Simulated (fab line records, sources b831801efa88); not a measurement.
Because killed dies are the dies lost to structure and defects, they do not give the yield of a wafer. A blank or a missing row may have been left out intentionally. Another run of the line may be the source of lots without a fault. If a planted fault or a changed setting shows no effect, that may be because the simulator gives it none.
Which tool is to blame? -- flow sky130 -- 30 wafers from 10 lots sampled at 2 of the route's 708 steps

WHAT EACH GAUGE READ, for each wafer
SKY_SONOS_ONO_THK_MEAS_03. Usual: SONOS_ONO_CVD_02_THK 10.44 nm, standard deviation 0.12.
lot,measured,on,SONOS_ONO_CVD_02_THK (nm),flag
L661,day 11 07:34,film metro-02,10.46 10.49 10.57,
L662,day 11 18:42,film metro-04,10.22 10.40 10.46,
L663,day 11 22:08,film metro-02,10.33 10.39 10.33,
L664,day 12 03:34,film metro-02,10.36 10.48 10.38,
L665,day 12 17:40,film metro-01,10.37 10.55 10.44,
L666,day 12 17:39,film metro-04,10.67 10.57 10.61,
L675,day 16 03:12,film metro-01,7.48 7.35 7.57,OFF
L676,day 16 14:16,film metro-01,7.18 7.11 7.20,OFF
L683,day 18 22:51,film metro-02,10.38 10.42 10.39,
L684,day 19 08:44,film metro-01,10.44 10.45 10.34,

TOOL THAT RAN EACH LOT (tool first, then ch and the chambers of the sampled wafers, then the start)
lot,SKY_SONOS_ONO_CVD_02
L661,"lpcvd-02 ch 1, day 11 06:30"
L662,"lpcvd-02 ch 0, day 11 17:39"
L663,"lpcvd-02 ch 1, day 11 21:04"
L664,"lpcvd-02 ch 0, day 12 02:31"
L665,"lpcvd-02 ch 0, day 12 16:36"
L666,"lpcvd-02 ch 1, day 12 16:36"
L675,"lpcvd-02 ch 1, day 16 02:09"
L676,"lpcvd-02 ch 1, day 16 13:13"
L683,"lpcvd-02 ch 0, day 18 21:15"
L684,"lpcvd-02 ch 0, day 19 07:10"
- SKY_SONOS_ONO_CVD_02: deposits Si3N4 from DCS/NH3, target thk 10.5 nm, time 180 s.

WHAT THE TOOLS THEMSELVES READ (means of the sampled wafers that have a number; where no wafer has one, the mark that the record gives instead)
SKY_SONOS_ONO_CVD_02. Usual: zone power centre pct at 13.0 %, with a standard deviation of 0.33.
lot,tool,zone power centre pct (%),flag
L661,lpcvd-02,13.3,
L662,lpcvd-02,12.6,
L663,lpcvd-02,13.2,
L664,lpcvd-02,12.5,
L665,lpcvd-02,12.6,
L666,lpcvd-02,13.3,
L675,lpcvd-02,13.2,
L676,lpcvd-02,13.3,
L683,lpcvd-02,12.6,
L684,lpcvd-02,12.7,

THE ANSWER, worked out from the rows above alone
Rule: a lot is off if the mean of its wafers that have a number lies more than 3 standard deviations from the usual mean. Also off: a lot with no number at a reading for which 4 or more lots have one. All remaining lots with rows at the step are treated as sound. Order of review: gauges by route order, followed by the tools' own readings, for which a lot's mean as printed above is used. At the first step where some lot is off, the reading lying furthest off is the one used; lots without a number count as furthest.
Off: at SKY_SONOS_ONO_THK_MEAS_03 (SONOS_ONO_CVD_02_THK), L675, L676.
A tool fits if, at a process step before that reading, it ran every lot that is off, and no sound lot after the first of them. Gauges at SKY_SONOS_ONO_THK_MEAS_03: tried the same way as those tools. Of those tried, none fits.

WHAT THE SIMULATOR HAD PUT IN
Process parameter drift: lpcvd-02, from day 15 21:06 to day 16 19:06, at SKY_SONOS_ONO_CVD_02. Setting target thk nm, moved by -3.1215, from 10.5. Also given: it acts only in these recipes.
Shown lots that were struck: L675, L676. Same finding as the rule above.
